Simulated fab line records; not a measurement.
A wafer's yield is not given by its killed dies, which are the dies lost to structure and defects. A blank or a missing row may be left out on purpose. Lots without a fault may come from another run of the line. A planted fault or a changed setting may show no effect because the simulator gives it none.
Which tool was responsible? | flow sky130 | 36 wafers sampled from 12 lots at 1 step of a route of 708

## WHAT THE GAUGES SHOWED, per wafer
SKY_VIA2_THK_MEAS_01.
lot  | measured     | on            | VIA2_HDPCVD_THK (nm)
L075 | day 36 12:56 | film_metro-02 | 1159 1158 1150
L077 | day 37 03:52 | film_metro-02 | 1181 1191 1166
L079 | day 37 13:23 | film_metro-02 | 1167 1193 1188
L081 | day 38 11:56 | film_metro-03 | 1184 1155 1180
L083 | day 39 02:12 | film_metro-02 | 1193 1182 1197
L085 | day 39 15:31 | film_metro-04 | 1175 1177 1174
L087 | day 40 00:56 | film_metro-02 | 1180 1176 1176
L089 | day 40 18:06 | film_metro-04 | 1191 1204 1205
L091 | day 41 12:12 | film_metro-03 | 1188 1194 1192
L093 | day 41 18:34 | film_metro-03 | 1167 1171 1172
L095 | day 42 10:51 | film_metro-02 | 1170 1177 1181
L097 | day 42 16:19 | film_metro-04 | 1182 1171 1193

## EACH LOT AND THE TOOL THAT RAN IT (in order: tool; ch and the chambers of the sampled wafers; start)
The record shows no process step preceding these readings.

## THE ANSWER, worked out from the rows above alone
Rule: usual is defined by the lots themselves. The widest of any qualifying gaps counts: lots, ordered by their means at a reading, are off when they make up no more than a third of the lots, leave a main group of 4 or more, and stand apart from it by 3 or more times the standard deviation of that group's means. Not used: any main group whose means are identical at the precision the tables above print for the reading. A lot without any number at a reading at which 4 lots or more have one is off too. Any other lot the step has rows for is counted as sound.
No lot is off at any reading shown: from this, nothing can be told.

## WHAT THE SIMULATOR HAD INSERTED
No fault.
